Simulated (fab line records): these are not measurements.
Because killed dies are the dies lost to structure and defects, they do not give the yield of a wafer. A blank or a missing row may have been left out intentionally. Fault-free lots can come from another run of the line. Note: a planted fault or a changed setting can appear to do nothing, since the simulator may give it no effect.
A struck lot beside a sound one -- flow sky130 -- 31 out of 708 route steps
Sound: these wafers, L184.1, L184.2, L184.6. The struck wafers were L194.1, L194.2, L194.6. The cause is given at the end.
Each step with rows lists, per side, the tool, then ch with its chambers, then its first start. Under that, the readings that differ: sound wafers -- struck wafers -- difference of the means -- sigmas: that difference in standard deviations of wafers without a fault.
alike: words and numbers the same on both sides, and readings whose means are apart by under 2 such deviations; not compared: readings that were withheld, readings missing a value for some wafer, numbers with overlapping values and no deviation given by the record, and bounds like >300 which may hide the same value.
Wherever a step has rows on one side only, a row that says differs or no value, or a row with sigmas, the two part there. Numbers that have no deviation but don't overlap get no sigmas and don't part them. Lack of a reading on every wafer of one side parts them only where that side has two or more wafers.

SKY_PWDE_OVL_MEAS_07:
  struck on overlay-01, day 7 14:52; sound on overlay-01, day 5 00:31
  alike: PWDE_OVL
after that, 1 step had no rows for these wafers: SKY_PWDE_IMPLANT_08.
SKY_PWDE_STRIP_09: strips in O2/N2.
  sound on plasma asher-03 ch 0,1, day 5 00:43; struck on plasma asher-04 ch 0,1, day 7 15:04
  alike: drypump motor current A, oes product au, strip time to endpoint s
  not compared: rf hours counter h
SKY_PWDE_TW_MEAS_10:
  struck on film metro-04, day 7 15:10; sound on film metro-04, day 5 00:49
  alike: PWDE_TW
then, 7 steps without rows for these wafers: SKY_NWELL_DEHYDRATE_03 (time 60 s); SKY_NWELL_HMDS_04 (prime time 60 s); SKY_NWELL_COAT_05 (resist thk 3000 nm); SKY_NWELL_SOFTBAKE_06; SKY_NWELL_EXPOSE_07 (exposes mask NWM, target cd 840 nm); SKY_NWELL_PEB_08; SKY_NWELL_DEVELOP_09 (develop time 60 s).
SKY_NWELL_OVL_MEAS_10:
  struck on overlay-02, day 8 12:11; sound on overlay-01, day 5 18:32
  alike: NWELL_00_OVL
SKY_NWELL_IMPLANT_11:
  sound on implanter-04 ch 0, day 5 18:34; struck on implanter-04 ch 0, day 8 12:13
reading,sound,struck,difference,sigmas
beam on s (s),10.03 9.80 10.08,13.04 13.14 13.00,+3.09,+15
dose ions cm2,1.8999e+13 1.9023e+13 1.8991e+13,3.6461e+13 3.6402e+13 3.6407e+13,+1.7419e+13,+99 or more
faraday current uA,106.9 109.9 106.4,157.4 156.3 158.4,+49.6,+23
then, 2 steps without rows for these wafers: SKY_NWELL_IMPLANT_12; SKY_NWELL_IMPLANT_13.
SKY_NWELL_STRIP_14: strips in O2/N2.
  sound on plasma asher-04 ch 0,1, day 5 19:01; struck on plasma asher-02 ch 0,1, day 8 12:40
  alike: drypump motor current A, oes product au, strip time to endpoint s
  not compared: rf hours counter h
SKY_NWELL_TW_MEAS_15:
  struck on film metro-01, day 8 12:59; sound on film metro-03, day 5 19:07
reading,sound,struck,difference,sigmas
NWELL_TW,1828 1828 1835,2162 2171 2169,+337,+12
  not compared: hold
then, 6 steps without rows for these wafers: SKY_NWELL_HMDS_17 (prime time 60 s); SKY_NWELL_COAT_18 (resist thk 3000 nm); SKY_NWELL_SOFTBAKE_19; SKY_NWELL_EXPOSE_20 (exposes mask NWM COMPLEMENT, target cd 840 nm); SKY_NWELL_PEB_21; SKY_NWELL_DEVELOP_22 (develop time 60 s).
SKY_NWELL_OVL_MEAS_23:
  struck on overlay-01, day 9 09:05; sound on overlay-01, day 6 13:41
  alike: NWELL_01_OVL
after that, 1 step had no rows for these wafers: SKY_NWELL_IMPLANT_24.
SKY_NWELL_STRIP_25: strips in O2/N2.
  sound on plasma asher-04 ch 0,1, day 6 13:52; struck on plasma asher-03 ch 0,1, day 9 09:16
reading,sound,struck,difference,sigmas
strip time to endpoint s (s),36.96 37.02 36.92,36.79 36.66 36.78,-0.22,-2
  alike: drypump motor current A, oes product au
  not compared: rf hours counter h
SKY_NWELL_TW_MEAS_26:
  struck on film metro-03, day 9 09:22; sound on film metro-03, day 6 13:58
  alike: NWELL_2_TW
then, 1 step without rows for these wafers: SKY_NWELL_CLEAN_27 (cleans in SC1/SC2, time 150 s).
SKY_NWELL_RTA_28: time 30 s.
  sound on rtp anneal-01 ch 0, day 6 14:05; struck on rtp anneal-01 ch 0, day 9 09:29
  alike: anneal temp c max, lamp power pct, wafer_temp_C_max
SKY_NWELL_RS_MEAS_29: uses a four-point probe to measure.
  struck on film metro-03, day 9 09:57; sound on film metro-04, day 6 14:11
reading,sound,struck,difference,sigmas
NWELL_RS (ohm/sq),623.7 623.1 623.8,439.5 440.7 441.5,-183.0,-99 or more
  not compared: hold
SKY_PAD_OPEN_PROBE_99:
  the record holds rows for the sound wafers here (prober-02, day 47 07:05) but none for the struck ones

## WHERE THEY PART
First at SKY_NWELL_IMPLANT_11; last, within this record, at SKY_PAD_OPEN_PROBE_99.

WHY: what the simulator had put in
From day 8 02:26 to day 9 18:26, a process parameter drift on implanter-04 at SKY_NWELL_IMPLANT_11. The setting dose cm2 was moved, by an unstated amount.
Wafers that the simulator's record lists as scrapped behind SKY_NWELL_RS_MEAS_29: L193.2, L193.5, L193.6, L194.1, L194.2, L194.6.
